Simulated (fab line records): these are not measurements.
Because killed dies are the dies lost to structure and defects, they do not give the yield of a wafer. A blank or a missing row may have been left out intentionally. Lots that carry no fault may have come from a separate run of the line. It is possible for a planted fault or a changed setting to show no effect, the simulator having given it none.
2 desks looking at one fault | flow sky130 | each desk has only its own numbers; what lay behind them comes last

## AT THE METROLOGY DESK
What the gauges read for every lot (on any tool): the sampled wafers with a number, averaged. Any lot whose mean is over 4 standard deviations away from the usual mean is out of limits and marked OUT; that distance is given in the brackets.
Columns: A = VT_ADJUST_LVTN_01_OVL at SKY_VT_ADJUST_LVTN_OVL_MEAS_18, usual 0.6 nm; B = cd-nm at SKY_SONOS_TUNNEL_CD_MEAS_07, usual 410.1 nm; C = cd-nm at SKY_POLY_GATE_CD_MEAS_22, usual 150.3 nm
lot  | first seen here | A    | B     | C
L210 | day 8 13:41     | 0.0  | 413.6 | 149.5
L211 | day 8 15:04     | 1.9  | 412.0 | 151.3
L212 | day 8 23:18     | 0.7  | 411.6 | 149.1
L213 | day 9 03:28     | -1.3 | 410.1 | 152.5
L214 | day 9 05:53     | 0.5  | 413.4 | 149.5
L215 | day 9 06:50     | -1.1 | 413.1 | 149.5
L216 | day 9 19:28     | 3.8  | 410.0 | 151.0
L217 | day 9 19:46     | -1.1 | 409.2 | 148.9
L218 | day 10 07:05    | 0.7  | 405.9 | 146.4
L219 | day 10 13:43    | 2.3  | 408.2 | 151.6
L226 | day 12 10:40    | -0.8 | 409.7 | 150.9
L228 | day 12 18:08    | -0.2 | 409.0 | 148.1
L230 | day 13 11:47    | 1.0  | 408.4 | 152.7
Result from this desk: across the 13 lots, nothing is out of limits.

## DESK OF THE TOOL OWNER: implanter-04
The tool's own readings at SKY_LDD_N_IMPLANT_08, given as means over the sampled wafers that have a number, one for each lot that went through this tool. Any lot whose mean is over 4 standard deviations away from the usual mean is out of limits and marked OUT; that distance is given in the brackets.
Columns: A = dose-ions-cm2 at SKY_LDD_N_IMPLANT_08, usual 7.499e+13; B = faraday-current-uA at SKY_LDD_N_IMPLANT_08, usual 422
lot  | first seen here | A                           | B
L211 | day 18 21:08    | 7.510e+13                   | 424
L213 | day 19 13:48    | 7.498e+13                   | 425
L226 | day 24 01:30    | 6.579e+13 (-99 or more) OUT | 372 (-5.7) OUT
L228 | day 24 09:29    | 6.584e+13 (-99 or more) OUT | 366 (-6.4) OUT
This desk's verdict: out of limits on L226, L228, starting with L226 at day 24 01:30 (dose-ions-cm2 at SKY_LDD_N_IMPLANT_08). L211, L213 stayed within limits.

## ALL TOGETHER
At day 24 01:30, on L226, L228, the tool owner's desk was in a position to raise an alarm.
From the metrology desk's view, nothing was out of limits.
The metrology desk holds a record of L226, L228, inside its limits.
Of the lots named, all ran SKY_LDD_N_IMPLANT_08 on implanter-04.

## WHAT HAD BEEN PUT IN BY THE SIMULATOR
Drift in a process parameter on implanter-04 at SKY_LDD_N_IMPLANT_08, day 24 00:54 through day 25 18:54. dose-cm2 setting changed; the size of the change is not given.
Shown lots that were struck: L226, L228.
Time in hours from fault onset to the first out-of-limits reading at each desk: the tool owner's desk, 1.
